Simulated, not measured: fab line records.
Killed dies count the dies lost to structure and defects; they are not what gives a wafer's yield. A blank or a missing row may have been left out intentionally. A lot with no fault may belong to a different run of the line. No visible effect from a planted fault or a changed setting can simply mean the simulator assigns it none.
Struck lot and sound lot, side by side + flow gf180mcu + 15 steps out of a route of 602
Sound: these wafers, L375.1, L375.4, L375.5. Struck: wafers L366.1, L366.2, L366.6. The cause is given at the end.
For every step that has rows: the tool of each side, followed by ch and its chambers, followed by its first start. Under that, the readings that differ: sound wafers + struck wafers + difference of the means + sigmas: that difference in standard deviations of wafers without a fault.
alike: readings whose means differ by less than 2 such deviations, and words and numbers that are the same on both sides. not compared: withheld readings, readings that some wafer has no value for, bounds like >300 that may hide the same value, and numbers for which the record gives no deviation and whose values overlap.
A row with sigmas, a row that says differs or no value, or rows on one side alone: a step with any of these is where the two part. Non-overlapping numbers with no deviation appear without sigmas and do not part them. A reading that every wafer of one side lacks parts them only if that side has two wafers or more.

first, 1 step without rows for these wafers: GF_PSD_CLEAN_12 (cleans in SC1/SC2, time 154.9 s).
GF_PSD_RTA_13: time 20 s.
  sound on rtp_anneal-02 ch 0, day 19 02:04; struck on rtp_anneal-01 ch 0, day 15 16:31
  alike: lamp_power_pct, wafer_temp_C_max
GF_PSD_RS_MEAS_14: measurement is done with a four-point probe.
  sound on film_metro-04, day 19 02:08; struck on film_metro-02, day 15 16:36
| reading         | sound             | struck            | difference | sigmas |
|-----------------|-------------------|-------------------|------------|--------|
| NSD_RS (ohm/sq) | 46.08 46.04 46.05 | 46.26 46.26 46.28 | +0.21      | +2     |
GF_PSD_RS_MEAS_15: measurement is done with a four-point probe.
  sound on film_metro-04, day 19 02:16; struck on film_metro-02, day 15 16:43
| reading         | sound                | struck               | difference | sigmas |
|-----------------|----------------------|----------------------|------------|--------|
| PSD_RS (ohm/sq) | 108.20 108.04 107.97 | 108.64 108.84 108.78 | +0.68      | +2     |
GF_SAB_CVD_00: deposits SiO2 from TEOS, target thk 50 nm, time 4.9302 s.
  sound on pecvd-02 ch 0,1, day 19 02:23; struck on pecvd-03 ch 0,2, day 15 16:50
  alike: heater_power_outer_w, heater_power_w
GF_SAB_THK_MEAS_01:
  sound on film_metro-03, day 19 02:24; struck on film_metro-02, day 15 16:52
  alike: SAB_CVD_00_THK
then, 6 steps without rows for these wafers: GF_SAB_DEHYDRATE_02 (time 60 s); GF_SAB_HMDS_03 (prime time 60 s); GF_SAB_COAT_04 (resist thk 1000 nm); GF_SAB_SOFTBAKE_05 (time 60 s); GF_SAB_EXPOSE_06 (exposes mask SAB, target cd 420 nm); GF_SAB_PEB_07.
GF_SAB_DEVELOP_08: develop time 60 s.
  sound on litho_track-01 ch 0, day 20 02:11; struck on litho_track-04 ch 0, day 16 14:38
| reading              | sound             | struck            | difference | sigmas |
|----------------------|-------------------|-------------------|------------|--------|
| developer_temp_C (C) | 23.04 23.00 22.90 | 22.26 22.27 22.27 | -0.71      | -7     |
GF_SAB_CD_MEAS_09: target cd 420 nm.
  sound on cd_sem-01, day 20 02:20; struck on cd_sem-01, day 16 14:47
  alike: cd_nm
GF_PASSIVATION_PROBE_99:
  the record has rows for the sound wafers here (prober-01, day 32 21:28) and none for the struck ones

## WHERE THEY PART
Earliest at GF_PSD_RS_MEAS_14; latest, in this record, at GF_PASSIVATION_PROBE_99.

WHY: the cause the simulator had injected
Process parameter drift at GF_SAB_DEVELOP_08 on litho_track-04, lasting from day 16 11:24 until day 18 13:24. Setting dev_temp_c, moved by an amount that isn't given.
